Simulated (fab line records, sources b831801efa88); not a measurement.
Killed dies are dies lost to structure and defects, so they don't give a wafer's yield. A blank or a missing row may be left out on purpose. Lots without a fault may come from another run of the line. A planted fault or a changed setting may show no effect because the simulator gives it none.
Which tool did it? | flow sky130 | 15 lots, 45 wafers sampled, at 3 steps of a route of 708

WHAT THE GAUGES READ, wafer by wafer
SKY_CAPM_THK_MEAS_01. Usual: CAPM_CVD_00_THK 15.43 nm, standard deviation 0.26.
lot  | measured     | on            | CAPM_CVD_00_THK (nm) | flag
L241 | day 37 13:28 | film_metro-02 | 15.19 15.60 15.56    |
L242 | day 37 22:47 | film_metro-02 | 15.02 15.50 15.37    |
L243 | day 38 01:40 | film_metro-04 | 15.12 15.33 15.62    |
L250 | day 39 15:31 | film_metro-02 | 15.34 15.45 15.66    |
L251 | day 40 06:47 | film_metro-03 | 15.11 15.44 15.57    |
L252 | day 40 14:07 | film_metro-04 | 15.61 15.83 15.60    |
L254 | day 40 19:23 | film_metro-04 | 15.15 15.60 15.76    |
L253 | day 40 22:07 | film_metro-02 | 15.01 15.52 15.76    |
L257 | day 41 20:57 | film_metro-02 | 15.16 15.39 15.84    |
L255 | day 42 00:26 | film_metro-04 | 15.19 15.02 15.52    |
L256 | day 42 00:31 | film_metro-02 | 15.07 15.10 15.29    |
L258 | day 42 03:08 | film_metro-02 | 15.22 15.33 15.49    |
L260 | day 42 13:04 | film_metro-03 | 15.35 15.66 15.87    |
L261 | day 42 17:53 | film_metro-04 | 15.36 15.55 15.74    |
L262 | day 42 20:02 | film_metro-03 | 15.39 15.89 15.48    |

SKY_CAPM_RS_MEAS_03: measures by four-point-probe. Usual: CAPM_TIN_RS 6.70 ohm/sq, standard deviation 0.069.
lot  | measured     | on            | CAPM_TIN_RS (ohm/sq) | flag
L241 | day 37 13:38 | film_metro-03 | 6.73 6.94 6.74       |
L242 | day 37 22:58 | film_metro-04 | 6.52 6.67 6.57       |
L243 | day 38 01:50 | film_metro-03 | 6.61 6.63 6.58       |
L250 | day 39 15:43 | film_metro-03 | 6.58 6.71 6.82       |
L251 | day 40 06:58 | film_metro-02 | 6.64 6.77 6.74       |
L252 | day 40 14:19 | film_metro-03 | 6.71 6.70 6.67       |
L254 | day 40 19:34 | film_metro-02 | 6.75 6.69 6.75       |
L253 | day 40 22:18 | film_metro-03 | 6.68 6.69 6.69       |
L257 | day 41 21:07 | film_metro-02 | 6.88 6.72 6.63       |
L255 | day 42 00:38 | film_metro-04 | 6.74 6.57 6.64       |
L256 | day 42 00:41 | film_metro-02 | 6.71 6.67 6.73       |
L258 | day 42 03:18 | film_metro-04 | 6.69 6.72 6.77       |
L260 | day 42 13:14 | film_metro-04 | 6.70 6.76 6.75       |
L261 | day 42 18:04 | film_metro-02 | 6.65 6.60 6.74       |
L262 | day 42 20:13 | film_metro-03 | 6.65 6.70 6.76       |

SKY_CAPM_OVL_MEAS_12. Usual: CAPM_OVL 0.3 nm, standard deviation 1.5.
lot  | measured     | on         | CAPM_OVL (nm)  | flag
L241 | day 38 14:21 | overlay-02 | -0.6 -0.8 -2.5 |
L242 | day 38 23:13 | overlay-01 | 1.2 2.9 3.0    |
L243 | day 39 01:40 | overlay-01 | 1.2 1.5 1.6    |
L250 | day 40 16:10 | overlay-02 | 2.5 2.2 1.4    |
L251 | day 41 06:13 | overlay-02 | 0.3 -0.4 0.1   |
L252 | day 41 14:16 | overlay-02 | -1.5 -1.0 -2.1 |
L254 | day 41 19:34 | overlay-02 | 0.3 2.8 2.1    |
L253 | day 41 22:37 | overlay-02 | -1.2 -0.9 -0.9 |
L257 | day 42 19:54 | overlay-01 | 0.9 1.5 0.7    |
L255 | day 42 22:46 | overlay-02 | 0.5 -1.3 -0.6  |
L256 | day 42 23:13 | overlay-01 | 1.4 1.4 3.5    |
L258 | day 43 02:21 | overlay-02 | -0.7 0.9 0.6   |
L260 | day 43 12:16 | overlay-02 | -2.1 0.8 -0.1  |
L261 | day 43 17:13 | overlay-02 | 0.8 0.8 0.1    |
L262 | day 43 18:46 | overlay-01 | 0.2 -0.4 -0.4  |

WHICH TOOL RAN EACH LOT (tool, then ch and the chambers of the sampled wafers, then the start)
The record holds no process step before these readings.

WHAT THE TOOLS THEMSELVES READ (means of the sampled wafers that have a number; where no wafer has one, the mark that the record gives instead)
The record holds no such reading with a usual standard deviation.

THE ANSWER, worked out from the rows above alone
Rule: a lot is off if the mean of its wafers that have a number lies more than 3 standard deviations from the usual mean. A lot without any number at a reading at which 4 lots or more have one is off too. The other lots that the step has rows for count as sound. The gauges are gone through in route order, then the tools' own readings, and for those a lot's mean is taken as printed above. The first step at which some lot is off is used, and at that step the reading that is off furthest; a lot without a number counts as furthest.
No lot is off at any reading shown: from this, nothing can be told.

WHAT THE SIMULATOR HAD PUT IN
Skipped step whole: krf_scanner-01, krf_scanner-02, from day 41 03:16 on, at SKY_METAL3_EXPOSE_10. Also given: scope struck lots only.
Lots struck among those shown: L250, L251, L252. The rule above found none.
